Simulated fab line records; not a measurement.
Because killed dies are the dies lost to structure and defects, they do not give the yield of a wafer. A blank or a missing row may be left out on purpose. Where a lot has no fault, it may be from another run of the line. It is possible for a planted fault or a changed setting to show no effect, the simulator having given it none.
What tool caused it? -- flow sky130 -- 33 wafers from 11 lots sampled at 5 of the route's 708 steps

WHAT THE GAUGES SHOWED, per wafer
SKY_VT_ADJUST_LVTN_OVL_MEAS_07. Usual: for VT_ADJUST_LVTN_OVL the level is -0.6 nm and the standard deviation is 1.3.
lot,measured,on,VT_ADJUST_LVTN_OVL (nm),flag
L131,day 7 03:18,overlay-01,-3.7 -3.2 -4.0,
L132,day 7 04:27,overlay-02,-1.8 0.1 -3.5,
L135,day 8 01:02,overlay-01,-0.2 -0.6 -1.2,
L137,day 8 13:39,overlay-01,0.8 -0.2 0.2,
L146,day 10 22:03,overlay-02,0.4 0.5 0.2,
L147,day 11 03:19,overlay-01,0.4 2.0 2.3,
L149,day 11 16:42,overlay-01,-0.8 -2.3 0.0,
L151,day 12 07:48,overlay-02,0.3 1.1 0.7,
L152,day 12 17:23,overlay-02,-2.1 -0.3 -1.5,
L153,day 12 22:31,overlay-01,0.6 -0.2 -1.7,
L154,day 13 07:51,overlay-01,0.1 -0.1 0.9,

SKY_SD_N_RS_MEAS_16: a four-point-probe measurement. Usual: for SD_N_RS the level is 68.65 ohm/sq and the standard deviation is 0.13.
lot,measured,on,SD_N_RS (ohm/sq),flag
L131,day 28 06:51,filmMetro-02,68.72 68.80 68.65,
L132,day 28 09:15,filmMetro-04,68.56 68.83 68.62,
L135,day 29 11:17,filmMetro-02,63.38 63.17 63.23,OFF
L137,day 30 13:44,filmMetro-04,63.14 63.19 63.19,OFF
L146,day 33 02:53,filmMetro-04,68.68 68.59 68.75,
L147,day 33 04:08,filmMetro-04,68.68 68.37 68.50,
L149,day 34 02:50,filmMetro-04,68.49 68.57 68.55,
L151,day 34 14:03,filmMetro-04,68.64 68.32 68.67,
L152,day 35 01:36,filmMetro-01,68.79 68.96 68.58,
L153,day 35 06:31,filmMetro-01,68.71 68.85 68.79,
L154,day 35 12:44,filmMetro-01,68.77 68.80 68.73,

SKY_SD_N_RS_MEAS_17: a four-point-probe measurement. Usual: for SD_P_RS the level is 147.3 ohm/sq and the standard deviation is 0.39.
lot,measured,on,SD_P_RS (ohm/sq),flag
L131,day 28 06:58,filmMetro-02,147.7 147.3 147.0,
L132,day 28 09:22,filmMetro-04,147.0 147.7 147.1,
L135,day 29 11:24,filmMetro-02,121.5 121.8 121.8,OFF
L137,day 30 13:51,filmMetro-04,121.6 121.8 121.5,OFF
L146,day 33 03:01,filmMetro-04,147.7 147.5 147.9,
L147,day 33 04:16,filmMetro-04,147.9 147.0 146.8,
L149,day 34 02:57,filmMetro-04,146.7 146.8 146.8,
L151,day 34 14:10,filmMetro-04,147.3 146.6 147.2,
L152,day 35 01:43,filmMetro-01,147.8 147.4 147.5,
L153,day 35 06:38,filmMetro-01,147.2 147.9 146.7,
L154,day 35 12:51,filmMetro-01,147.6 147.6 147.6,

TOOL THAT RAN EACH LOT (tool first, then ch and the chambers of the sampled wafers, then the start)
lot,SKY_VT_ADJUST_LVTN_STRIP_09,SKY_SD_N_RTA_14
L131,"plasmaAsher-03 ch 0,1, day 7 03:29","rtpAnneal-02 ch 0, day 28 06:40"
L132,"plasmaAsher-03 ch 0,1, day 7 04:38","rtpAnneal-01 ch 0, day 28 09:04"
L135,"plasmaAsher-03 ch 0,1, day 8 01:13","rtpAnneal-02 ch 0, day 29 11:07"
L137,"plasmaAsher-04 ch 0,1, day 8 13:50","rtpAnneal-02 ch 0, day 30 13:34"
L146,"plasmaAsher-03 ch 0,1, day 10 22:14","rtpAnneal-01 ch 0, day 33 02:43"
L147,"plasmaAsher-02 ch 0,1, day 11 03:31","rtpAnneal-02 ch 0, day 33 03:56"
L149,"plasmaAsher-03 ch 0,1, day 11 16:53","rtpAnneal-02 ch 0, day 34 02:40"
L151,"plasmaAsher-03 ch 0,1, day 12 07:59","rtpAnneal-02 ch 0, day 34 13:52"
L152,"plasmaAsher-02 ch 0,1, day 12 17:34","rtpAnneal-01 ch 0, day 35 01:25"
L153,"plasmaAsher-04 ch 0,1, day 12 22:43","rtpAnneal-02 ch 0, day 35 06:20"
L154,"plasmaAsher-04 ch 0,1, day 13 08:02","rtpAnneal-01 ch 0, day 35 12:34"
- SKY_VT_ADJUST_LVTN_STRIP_09: strips in O2/N2.
- SKY_SD_N_RTA_14: time 2 s.

AS READ BY THE TOOLS THEMSELVES (means over the sampled wafers that have a number; for cases with no such wafer, the mark the record gives instead)
SKY_VT_ADJUST_LVTN_STRIP_09. Usual: drypumpMotorCurrentA 5.7 A, standard deviation 0.49; n2FlowSccm 300.1 sccm, standard deviation 0.78; oesProductAu 0.723 a.u., standard deviation 0.0046; stripTimeToEndpointS 36.93 s, standard deviation 0.093.
lot,tool,drypumpMotorCurrentA (A),n2FlowSccm (sccm),oesProductAu (a.u.),stripTimeToEndpointS (s),flag
L131,plasmaAsher-03,6.1,299.6,0.720,37.03,
L132,plasmaAsher-03,6.1,300.5,0.720,36.89,
L135,plasmaAsher-03,6.0,300.4,0.727,36.98,
L137,plasmaAsher-04,5.2,299.2,0.723,37.01,
L146,plasmaAsher-03,6.0,300.1,0.722,36.88,
L147,plasmaAsher-02,5.2,300.0,0.721,36.88,
L149,plasmaAsher-03,6.0,300.9,0.723,36.88,
L151,plasmaAsher-03,6.1,300.6,0.719,36.91,
L152,plasmaAsher-02,5.2,300.6,0.728,36.90,
L153,plasmaAsher-04,5.2,299.9,0.721,36.91,
L154,plasmaAsher-04,5.7,300.6,0.723,36.89,

SKY_SD_N_RTA_14. Usual: lampPowerPct 15.74 %, standard deviation 0.053; wafer_temp_C_max 1078.1, standard deviation 1.3.
lot,tool,lampPowerPct (%),wafer_temp_C_max,flag
L131,rtpAnneal-02,15.73,1078.1,
L132,rtpAnneal-01,15.67,1077.6,
L135,rtpAnneal-02,16.53,1108.3,OFF
L137,rtpAnneal-02,16.48,1107.9,OFF
L146,rtpAnneal-01,15.80,1080.0,
L147,rtpAnneal-02,15.74,1079.1,
L149,rtpAnneal-02,15.77,1078.4,
L151,rtpAnneal-02,15.71,1078.8,
L152,rtpAnneal-01,15.74,1078.3,
L153,rtpAnneal-02,15.72,1078.2,
L154,rtpAnneal-01,15.67,1078.3,

THE ANSWER, worked out from the rows above alone
Rule: lot off if the mean of its wafers having a number is beyond 3 standard deviations from the usual mean. Also off: a lot with no number at a reading for which 4 or more lots have one. Any other lot the step has rows for is counted as sound. The gauges are gone through in route order, then the tools' own readings, and for those a lot's mean is taken as printed above. The first step at which some lot is off is used, and at that step the reading that is off furthest; a lot without a number counts as furthest.
Off: at SKY_SD_N_RS_MEAS_16 (SD_N_RS), L135, L137.
A tool fits if, at a process step before that reading, it ran every lot that is off, and no sound lot after the first of them. Not tried: the gauges at SKY_SD_N_RS_MEAS_16; whatever is off there is also off at SKY_SD_N_RTA_14, on other tools, and gauge error can't account for it. No candidate that was tried fits.

WHAT WAS PUT IN BY THE SIMULATOR
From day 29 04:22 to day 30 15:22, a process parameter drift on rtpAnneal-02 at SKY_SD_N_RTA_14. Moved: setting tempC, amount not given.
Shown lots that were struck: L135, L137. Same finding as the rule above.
